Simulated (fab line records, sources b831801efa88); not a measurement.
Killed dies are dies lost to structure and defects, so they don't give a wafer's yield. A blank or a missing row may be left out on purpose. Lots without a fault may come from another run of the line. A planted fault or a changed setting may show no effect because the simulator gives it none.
A struck lot beside a sound one | flow sky130 | 17 steps out of a route of 708
Sound: wafers L528.2, L528.3, L528.4. Struck: wafers L533.3, L533.4, L533.5. The cause comes at the end.
At each step with rows: each side's tool, then ch and its chambers, then its first start. Under that, the readings that differ: sound wafers | struck wafers | difference of the means | sigmas: that difference in standard deviations of wafers without a fault.
alike: readings whose means differ by less than 2 such deviations, and words and numbers that are the same on both sides. not compared: withheld readings, readings that some wafer has no value for, bounds like >300 that may hide the same value, and numbers for which the record gives no deviation and whose values overlap.
The two part at a step that has a row with sigmas, a row that says differs or no value, or rows on one side only. Numbers that don't overlap but have no deviation are shown without sigmas and don't part them. A reading that every wafer of one side lacks parts them only if that side has two wafers or more.

SKY_VT_ADJUST_HVTP_OVL_MEAS_08:
  sound on overlay-02, day 8 15:04; struck on overlay-02, day 9 09:41
  alike: VT_ADJUST_HVTP_OVL
then, 1 step without rows for these wafers: SKY_VT_ADJUST_HVTP_IMPLANT_09.
SKY_VT_ADJUST_HVTP_STRIP_10: strips in O2/N2.
  sound on plasma_asher-01 ch 0,1, day 8 15:15; struck on plasma_asher-02 ch 0,1, day 9 09:53
  alike: drypump_motor_current_A, oes_product_au, strip_time_to_endpoint_s
  not compared: rf_hours_counter_h
SKY_VT_ADJUST_HVTP_TW_MEAS_11:
  sound on film_metro-01, day 8 15:22; struck on film_metro-02, day 9 09:58
  reading           | sound          | struck         | difference | sigmas
  VT_ADJUST_HVTP_TW | 1354 1350 1348 | 1371 1376 1372 | +22        | +3
then, 7 steps without rows for these wafers: SKY_VT_ADJUST_LVTN_DEHYDRATE_00 (time 60 s); SKY_VT_ADJUST_LVTN_HMDS_01 (prime time 60 s); SKY_VT_ADJUST_LVTN_COAT_02 (resist thk 3000 nm); SKY_VT_ADJUST_LVTN_SOFTBAKE_03; SKY_VT_ADJUST_LVTN_EXPOSE_04 (exposes mask NWM COMPLEMENT LESS NATIVE, target cd 840 nm); SKY_VT_ADJUST_LVTN_PEB_05; SKY_VT_ADJUST_LVTN_DEVELOP_06 (develop time 60 s).
SKY_VT_ADJUST_LVTN_OVL_MEAS_07:
  sound on overlay-02, day 9 11:42; struck on overlay-01, day 10 07:40
  alike: VT_ADJUST_LVTN_OVL
SKY_VT_ADJUST_LVTN_IMPLANT_08:
  sound on implanter-02 ch 0, day 9 11:46; struck on implanter-04 ch 0, day 10 07:44
  reading            | sound                           | struck                        | difference | sigmas
  dose_ions_cm2      | 1.5685e+12 1.566e+12 1.5669e+12 | 1.598e+11 1.591e+11 1.577e+11 | -1.408e+12 | -99 or more
  faraday_current_uA | 8.95 9.05 9.07                  | 0.89 0.86 0.91                | -8.14      | -51
SKY_VT_ADJUST_LVTN_STRIP_09: strips in O2/N2.
  sound on plasma_asher-04 ch 0,1, day 9 11:53; struck on plasma_asher-04 ch 0,1, day 10 07:52
  reading                      | sound             | struck            | difference | sigmas
  strip_time_to_endpoint_s (s) | 37.32 37.19 37.12 | 36.92 37.00 36.99 | -0.24      | -2
  alike: drypump_motor_current_A, oes_product_au
  not compared: rf_hours_counter_h
SKY_VT_ADJUST_LVTN_TW_MEAS_10:
  sound on film_metro-03, day 9 11:59; struck on film_metro-02, day 10 07:57
  reading           | sound             | struck            | difference | sigmas
  VT_ADJUST_LVTN_TW | 240.6 243.1 241.7 | 131.1 130.5 129.7 | -111.4     | -74
then, 1 step without rows for these wafers: SKY_VT_ADJUST_LVTN_DEHYDRATE_11 (time 60 s).
-- the record jumps here: 38 days lie between the struck wafers' starts before and after (it left off in module VT_ADJUST_LVTN and takes up again in module PAD_OPEN, whose first step shown is number 708 of the route) --
SKY_PAD_OPEN_PROBE_99:
  sound on prober-01, day 48 04:05; struck on prober-01, day 48 19:40
  reading                                      | sound                | struck               | difference | sigmas
  model.etest.nfet_01v8_lvt.drive_ua_um        | 567 582.4 558.5      | 616.4 614.7 620.4    | +47.9      |
  model.etest.nfet_01v8.drive_ua_um            | 495.7 511.8 487.6    | 530.5 529.4 527.7    | +30.8      |
  model.etest.nfet_01v8_turned.drive_ua_um     | 494.5 510.2 487.9    | 530.5 531.6 528.7    | +32.7      |
  model.etest.nfet_01v8_swapped.drive_ua_um    | 495.7 510.9 485.9    | 535 524.8 527.6      | +32        |
  model.etest.sram_nfet_pass.off_log10_a_um    | -12.43 -12.65 -12.62 | -12.19 -12.4 -12.03  | +0.36      |
  model.etest.nfet_01v8.off_log10_a_um         | -13.14 -13.36 -13.37 | -13.01 -13.01 -13    | +0.28      |
  model.etest.nfet_01v8_turned.off_log10_a_um  | -13.39 -13.37 -13.42 | -13.02 -13.04 -13.14 | +0.33      |
  model.etest.nfet_01v8_swapped.off_log10_a_um | -13.47 -13.45 -13.37 | -12.99 -13.02 -13.01 | +0.42      |
  alike: killed_at_M0_to_M3, killed_at_M4_up, killed_at_contacts, killed_at_front_end, killed_at_other, killed_dies, killed_open, killed_short

WHERE THEY PART
First at SKY_VT_ADJUST_HVTP_TW_MEAS_11; last, within this record, at SKY_VT_ADJUST_LVTN_TW_MEAS_10. Later steps at which nothing parts them and some readings are alike: SKY_PAD_OPEN_PROBE_99.

WHY: what the simulator had put in
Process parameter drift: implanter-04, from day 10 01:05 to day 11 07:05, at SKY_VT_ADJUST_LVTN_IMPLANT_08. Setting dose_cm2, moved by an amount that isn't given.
